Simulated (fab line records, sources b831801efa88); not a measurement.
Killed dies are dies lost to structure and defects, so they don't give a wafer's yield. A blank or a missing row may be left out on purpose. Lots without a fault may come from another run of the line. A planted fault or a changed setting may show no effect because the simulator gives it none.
One fault seen from 2 desks | flow sky130 | each desk has only its own numbers; what lay behind them comes last

THE METROLOGY DESK
What the gauges read, lot by lot, whatever tool the lot ran on: means of the sampled wafers that have a number. A lot is out of limits, marked OUT, if its mean lies more than 4 standard deviations from the usual mean; the brackets give that distance.
Columns: A = cd_nm at SKY_FIELD_ISO_CD_MEAS_13, usual 150.2 nm
lot  | first seen here | A
L459 | day 2 14:20     | 150.0
L460 | day 2 21:02     | 152.0
L466 | day 3 23:23     | 152.3
L475 | day 5 20:47     | 149.7
L478 | day 6 13:16     | 148.9
L480 | day 6 22:01     | 149.3
This desk's finding: nothing out of limits on any of the 6 lots.

THE TOOL OWNER'S DESK: rie_si-01
The tool's own readings at SKY_FIELD_ISO_ETCH_17 (etches Si in HBr/Cl2/O2, target depth 342 nm, time 97.7 s): means of the sampled wafers that have a number, for each lot that ran on this tool. A lot is out of limits, marked OUT, if its mean lies more than 4 standard deviations from the usual mean; the brackets give that distance.
Columns: A = drypump_motor_current_A at SKY_FIELD_ISO_ETCH_17, usual 5.6 A; B = oes_product_au at SKY_FIELD_ISO_ETCH_17, usual 1.000 a.u.; C = run_length_s at SKY_FIELD_ISO_ETCH_17, usual 126.0 s; D = throttle_valve_pct at SKY_FIELD_ISO_ETCH_17, usual 25.655 %
lot  | first seen here | A   | B     | C               | D
L460 | day 2 21:21     | 5.6 | 1.017 | 126.0           | 25.646
L475 | day 5 21:06     | 5.6 | 0.993 | 134.5 (+21) OUT | 25.656
L478 | day 6 13:32     | 5.7 | 0.996 | 132.1 (+15) OUT | 25.660
This desk's finding: out of limits on L475, L478; first on L475, day 5 21:06 (run_length_s at SKY_FIELD_ISO_ETCH_17). In limits: L460.

PUT TOGETHER
The tool owner's desk could have raised an alarm at day 5 21:06, on L475, L478.
The metrology desk saw nothing out of limits.
The metrology desk has L475, L478 on record, within its limits.
Of the lots named, all ran SKY_FIELD_ISO_ETCH_17 on rie_si-01.

WHAT THE SIMULATOR HAD PUT IN
Process parameter drift: rie_si-01, from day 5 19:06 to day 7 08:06, at SKY_FIELD_ISO_ETCH_17. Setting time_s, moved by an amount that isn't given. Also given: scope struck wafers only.
Lots struck among those shown: L475, L478.
Hours from the fault's start to each desk's first reading out of limits: the tool owner's desk, 2.
